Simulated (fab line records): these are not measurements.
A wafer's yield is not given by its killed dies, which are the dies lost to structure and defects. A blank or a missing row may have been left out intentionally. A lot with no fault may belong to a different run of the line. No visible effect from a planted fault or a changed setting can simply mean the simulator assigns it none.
Struck lot and sound lot, side by side / flow sky130 / 34 out of 708 route steps
Sound: the wafers L599.1, L599.2, L599.3. Struck: wafer L587.1 (left out: L587.6, a lot-mate that was not struck); the cause follows at the end.
Per side, at each step with rows, come the tool, then ch with its chambers, and then its first start. Under that, the readings that differ: sound wafers / struck wafers / difference of the means / sigmas: that difference in standard deviations of wafers without a fault.
alike: readings whose means differ by less than 2 such deviations, and words and numbers that are the same on both sides. not compared: withheld readings, readings that some wafer has no value for, bounds like >300 that may hide the same value, and numbers for which the record gives no deviation and whose values overlap.
The two part at a step that has a row with sigmas, a row that says differs or no value, or rows on one side only. When numbers do not overlap yet have no deviation, they are printed without sigmas and do not part them. A reading that every wafer of one side lacks parts them only if that side has two wafers or more.

first, 8 steps without rows for these wafers: SKY_LOCAL_INTERCONNECT_ETCH_13 (etches BARC in N2/H2, stops on SiO2, time 45.9 s, target depth 60 nm); SKY_LOCAL_INTERCONNECT_METAL_ETCH_14 (etches TiN in Cl2/BCl3, stops on PSG, target depth 110 nm, time 31.4 s); SKY_LOCAL_INTERCONNECT_STRIP_15 (strips in O2/N2); SKY_LOCAL_INTERCONNECT_STRIP_16 (strips in post etch residue remover, time 1200 s); SKY_LOCAL_INTERCONNECT_CLEAN_17 (cleans in IPA, time 180 s); SKY_LOCAL_INTERCONNECT_CLEAN_18 (cleans in O3/DIW); SKY_CONTACT_CVD_00 (deposits Si3N4, target thk 75 nm); SKY_CONTACT_HDPCVD_02 (deposits SiO2, target thk 565 nm, time 94.2 s).
SKY_CONTACT_CMP_04: polishes SiO2.
  sound on cmp-01 ch 0,1,3, day 37 03:51; struck on cmp-01 ch 3, day 33 11:59
reading=time_to_endpoint_s (s); sound=89 83 88; struck=105; difference=+18; sigmas=+4
reading=model.SiO2_of_CONTACT_HDPCVD_02.thk_nm (nm); sound=340.8 339.1 341.1; struck=417.4; difference=+77.1; sigmas=
  alike: head_pressure_psi, motor_current_A
then, 9 steps without rows for these wafers: SKY_CONTACT_DEHYDRATE_06 (time 60 s); SKY_CONTACT_HMDS_07 (prime time 60 s); SKY_CONTACT_COAT_08 (resist thk 60 nm); SKY_CONTACT_COAT_09 (resist thk 450 nm); SKY_CONTACT_SOFTBAKE_10 (time 90 s); SKY_CONTACT_EXPOSE_11 (exposes mask CTM1, target cd 170 nm); SKY_CONTACT_PEB_12; SKY_CONTACT_DEVELOP_13 (develop time 60 s); SKY_CONTACT_ETCH_16 (etches BARC in N2/H2, stops on SiO2, time 45.9 s, target depth 60 nm).
SKY_CONTACT_ETCH_17: etches SiO2 in C4F8/O2/Ar, stops on Si3N4, target depth 340 nm.
  sound on rie_diel-02 ch 0,1,2, day 38 06:07; struck on rie_diel-01 ch 3, day 34 14:17
reading=oes_product_au (a.u.); sound=0.896 0.896 0.896; struck=0.994; difference=+0.098; sigmas=+21
reading=model.CONTACT.feature_depth_nm (nm); sound=340.8 339.1 341.1; struck=411.1; difference=+70.8; sigmas=
reading=model.etch.depth_nm (nm); sound=340.8 339.1 341.1; struck=411.1; difference=+70.8; sigmas=
  alike: chamber_pressure_mTorr
then, 13 steps without rows for these wafers: SKY_CONTACT_ETCH_18 (etches Si3N4 in CHF3/O2, stops on TiN, time 39 s, target depth 75 nm); SKY_CONTACT_STRIP_19 (strips in O2/N2); SKY_CONTACT_STRIP_20 (strips in post etch residue remover, time 1200 s); SKY_CONTACT_CLEAN_21 (cleans in IPA, time 180 s); SKY_CONTACT_CLEAN_22 (cleans in O3/DIW); SKY_CONTACT_SPUTTER_23 (material TiN, target thk 20 nm, time 80 s); SKY_CONTACT_CVD_24 (deposits W, target thk 340 nm, time 102.12 s); SKY_CONTACT_CMP_27 (polishes, stops on SiO2, t overpolish 15 s, target thk 0 nm); SKY_METAL1_SPUTTER_00 (material Ti, target thk 15 nm, time 10 s); SKY_METAL1_SPUTTER_01 (material TiN, target thk 20 nm, time 16.7 s); SKY_METAL1_SPUTTER_02 (material AlCu, target thk 250 nm, time 13.3 s); SKY_METAL1_SPUTTER_03 (material Ti, target thk 5 nm, time 3.3 s); SKY_METAL1_SPUTTER_04 (material TiN, target thk 70 nm, time 58.3 s).
SKY_METAL1_METAL_ETCH_19: etches the open film in Cl2/BCl3, stops on SiO2, target depth 360 nm, time 78 s.
  sound on rie_metal-01 ch 0,1, day 39 09:03; struck on rie_metal-03 ch 0, day 35 18:21
reading=chamber_pressure_mTorr (mTorr); sound=9.998 10.013 9.988; struck=9.981; difference=-0.019; sigmas=-2
reading=oes_product_au (a.u.); sound=0.849 0.849 0.854; struck=0.863; difference=+0.012; sigmas=+2
reading=model.SiO2_of_CONTACT_HDPCVD_02.thk_nm (nm); sound=327 325.3 327.1; struck=403.3; difference=+76.8; sigmas=
  alike: drypump_motor_current_A, he_backside_leak_sccm, throttle_valve_pct
  not compared: rf_hours_counter_h
-- the record jumps here: 12 days lie between the struck wafers' starts before and after (it left off in module METAL1 and takes up again in module PAD_OPEN, whose first step shown is number 708 of the route) --
SKY_PAD_OPEN_PROBE_99:
  sound: prober-01 at day 50 15:21; struck: prober-02 at day 48 01:30
reading=killed_at_contacts; sound=17 19; struck=164; difference=+146; sigmas=+30
reading=killed_dies; sound=66 74; struck=224; difference=+154; sigmas=+15
reading=killed_on_rim; sound=15 11; struck=50; difference=+37; sigmas=+10
reading=model.etest.mcon_chain.rc_ohm; sound=17.1 17.23; struck=27.53; difference=+10.37; sigmas=
  alike: killed_at_M0_to_M3, killed_at_M4_up, killed_at_front_end, killed_at_other, killed_open, killed_short

WHERE THEY PART
At SKY_CONTACT_CMP_04 first; at SKY_PAD_OPEN_PROBE_99 last (within this record only).

WHY: what the simulator had put in
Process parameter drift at SKY_CONTACT_CMP_04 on cmp-01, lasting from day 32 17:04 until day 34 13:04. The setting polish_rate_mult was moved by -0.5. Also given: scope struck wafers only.
